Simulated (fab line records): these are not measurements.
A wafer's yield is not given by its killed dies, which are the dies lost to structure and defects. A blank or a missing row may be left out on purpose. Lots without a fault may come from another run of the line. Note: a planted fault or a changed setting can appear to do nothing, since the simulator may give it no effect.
Which tool is to blame? | flow gf180mcu | 7 lots with 21 wafers sampled at 3 steps, on a route of 602 steps

## WHAT EACH GAUGE READ, for each wafer
GF_SAB_CD_MEAS_09 targets a cd of 420 nm.
lot  | measured     | on        | cd-nm (nm)
L265 | day 15 12:47 | cd-sem-02 | 421.4 420.9 417.9
L267 | day 16 10:18 | cd-sem-01 | 419.7 422.7 422.4
L268 | day 17 09:24 | cd-sem-01 | 420.0 418.8 419.2
L270 | day 18 13:31 | cd-sem-01 | 416.1 417.7 418.3
L273 | day 19 06:29 | cd-sem-02 | 418.8 418.5 421.2
L277 | day 20 05:55 | cd-sem-02 | 418.4 421.3 417.6
L283 | day 21 23:24 | cd-sem-01 | 418.1 342.0 417.7

## EACH LOT AND THE TOOL THAT RAN IT (in order: tool; ch and the chambers of the sampled wafers; start)
lot  | GF_HV_LDD_RTA_52                 | GF_SAB_EXPOSE_06
L265 | rtp-anneal-01 ch 0, day 12 17:50 | iline-stepper-01 ch 0, day 15 02:38
L267 | rtp-anneal-02 ch 0, day 13 13:28 | iline-stepper-02 ch 0, day 15 23:35
L268 | rtp-anneal-02 ch 0, day 14 12:01 | iline-stepper-02 ch 0, day 16 22:46
L270 | rtp-anneal-02 ch 0, day 15 11:43 | iline-stepper-01 ch 0, day 18 03:26
L273 | rtp-anneal-02 ch 0, day 16 04:55 | iline-stepper-02 ch 0, day 18 18:11
L277 | rtp-anneal-02 ch 0, day 17 03:20 | iline-stepper-02 ch 0, day 19 17:57
L283 | rtp-anneal-01 ch 0, day 18 19:42 | iline-stepper-02 ch 0, day 21 12:19
- GF_HV_LDD_RTA_52: time 10 s.
- GF_SAB_EXPOSE_06: exposes mask SAB, target cd 420 nm.

## THE ANSWER, worked out from the rows above alone
Rule: the usual values come from the lots themselves. Put in order of their means at a reading, lots are off if they are a third of the lots or fewer, leave a main group of 4 or more, and stand apart from it by a gap of 3 or more times the standard deviation of the main group's means; of several such gaps the widest counts. A main group whose means are all the same, to the digits that the tables above print for the reading, isn't used. Also off: a lot with no number at a reading for which 4 or more lots have one. All remaining lots with rows at the step are treated as sound.
Off at GF_SAB_CD_MEAS_09 (cd-nm): L283. Main group: mean 419.5 nm, sd 1.3.
A tool fits if, at a process step before that reading, it ran every lot that is off, and no sound lot after the first of them. Those tools and the gauges at GF_SAB_CD_MEAS_09 are tried in the same way. Can't be told from this: 3 tools fit, rtp-anneal-01 at GF_HV_LDD_RTA_52, iline-stepper-02 at GF_SAB_EXPOSE_06, cd-sem-01 at GF_SAB_CD_MEAS_09.

## WHAT WAS PUT IN BY THE SIMULATOR
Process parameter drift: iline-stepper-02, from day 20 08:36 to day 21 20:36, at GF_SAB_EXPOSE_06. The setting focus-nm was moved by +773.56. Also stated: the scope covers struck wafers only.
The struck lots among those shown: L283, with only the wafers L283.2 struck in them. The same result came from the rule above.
